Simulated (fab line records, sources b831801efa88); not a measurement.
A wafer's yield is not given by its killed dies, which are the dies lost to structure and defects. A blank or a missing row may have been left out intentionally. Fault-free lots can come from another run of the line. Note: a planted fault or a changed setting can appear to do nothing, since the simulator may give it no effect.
A single fault, viewed from 2 desks || flow gf180mcu || each desk has only its own numbers; what lay behind them comes last

AT THE TOOL OWNER'S DESK: lpcvd-02
The tool's own readings at GF_POLY_GATE_CVD_00 (deposits poly-Si, target thk 200 nm, time 1200 s): means of the sampled wafers that have a number, for each lot that ran on this tool. Any lot whose mean is over 4 standard deviations away from the usual mean is out of limits and marked OUT; that distance is given in the brackets.
Columns: A = spike-tc-bottom-C at GF_POLY_GATE_CVD_00, usual 640.3 C; B = spike-tc-centre-C at GF_POLY_GATE_CVD_00, usual 620.2 C; C = spike-tc-lower-C at GF_POLY_GATE_CVD_00, usual 620.7 C; D = spike-tc-top-C at GF_POLY_GATE_CVD_00, usual 638 C; E = spike-tc-upper-C at GF_POLY_GATE_CVD_00, usual 619.5 C; F = zone-power-lower-pct at GF_POLY_GATE_CVD_00, usual 8.8 %; G = zone-power-upper-pct at GF_POLY_GATE_CVD_00, usual 8.6 %
{"lot": "L688", "first seen here": "day 9 12:49", "A": 638.1, "B": 619.5, "C": 620.9, "D": 635, "E": 618.9, "F": 9.3, "G": 9.4}
{"lot": "L689", "first seen here": "day 9 22:34", "A": 640.3, "B": 618.7, "C": 621.2, "D": 640, "E": 621.4, "F": 8.7, "G": 9.3}
{"lot": "L696", "first seen here": "day 11 20:13", "A": "627.3 (-7.6) OUT", "B": "609.2 (-7.8) OUT", "C": "611.2 (-7.3) OUT", "D": "624 (-4.1) OUT", "E": "608.8 (-8.3) OUT", "F": 9.0, "G": 9.1}
{"lot": "L697", "first seen here": "day 12 02:03", "A": "628.5 (-6.9) OUT", "B": "608.9 (-8.1) OUT", "C": "610.0 (-8.2) OUT", "D": 629, "E": "610.3 (-7.1) OUT", "F": 8.5, "G": 8.9}
{"lot": "L707", "first seen here": "day 15 03:07", "A": 638.2, "B": 619.5, "C": 620.7, "D": 634, "E": 619.6, "F": 9.4, "G": 9.4}
Finding of this desk: L696, L697 out of limits; the first was L696 at day 11 20:13, on spike-tc-bottom-C at GF_POLY_GATE_CVD_00. Within limits: L688, L689, L707.

FROM THE METROLOGY DESK
Lot by lot, what the gauges showed, no matter which tool ran the lot: averages of those sampled wafers that carry a number. Any lot whose mean is over 4 standard deviations away from the usual mean is out of limits and marked OUT; that distance is given in the brackets.
Columns: A = NWELL_TW at GF_NWELL_TW_MEAS_11, usual 1568; B = DUAL_GATE_OVL at GF_DUAL_GATE_OVL_MEAS_11, usual 0.5 nm; C = POLY_GATE_CVD_00_THK at GF_POLY_GATE_THK_MEAS_01, usual 199.9 nm
{"lot": "L685", "first seen here": "day 3 13:43", "A": 1568, "B": 0.9, "C": 199.4}
{"lot": "L686", "first seen here": "day 3 18:46", "A": 1565, "B": 1.0, "C": 198.7}
{"lot": "L688", "first seen here": "day 4 04:59", "A": 1567, "B": -0.4, "C": 196.4}
{"lot": "L689", "first seen here": "day 4 11:02", "A": 1579, "B": -0.5, "C": 202.3}
{"lot": "L695", "first seen here": "day 5 21:32", "A": 1553, "B": 0.4, "C": 200.7}
{"lot": "L696", "first seen here": "day 6 01:20", "A": 1569, "B": 0.4, "C": "156.5 (-22) OUT"}
{"lot": "L697", "first seen here": "day 6 05:10", "A": 1580, "B": 1.4, "C": "156.4 (-22) OUT"}
{"lot": "L701", "first seen here": "day 7 09:02", "A": 1567, "B": 1.2, "C": 197.1}
{"lot": "L702", "first seen here": "day 7 10:38", "A": 1579, "B": 1.2, "C": 199.5}
{"lot": "L706", "first seen here": "day 8 10:36", "A": 1558, "B": 1.6, "C": 200.5}
{"lot": "L707", "first seen here": "day 8 13:14", "A": 1562, "B": -0.9, "C": 198.9}
This desk reports L696, L697 out of limits; the earliest was L696 at day 11 21:35 (POLY_GATE_CVD_00_THK at GF_POLY_GATE_THK_MEAS_01). Within limits: L685, L686, L688, L689, L695, L701, L702, L706, L707.

PUT TOGETHER
On L696, L697, at day 11 20:13, an alarm was possible from the tool owner's desk.
An alarm was possible from the metrology desk at day 11 21:35, on L696, L697.
Every lot named ran GF_POLY_GATE_CVD_00 on lpcvd-02.

WHAT THE SIMULATOR HAD PUT IN
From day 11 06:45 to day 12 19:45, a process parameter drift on lpcvd-02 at GF_POLY_GATE_CVD_00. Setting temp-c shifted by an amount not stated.
Lots struck among those shown: L696, L697.
Hours from the fault's start to each desk's first reading out of limits: the tool owner's desk, 13; the metrology desk, 15.
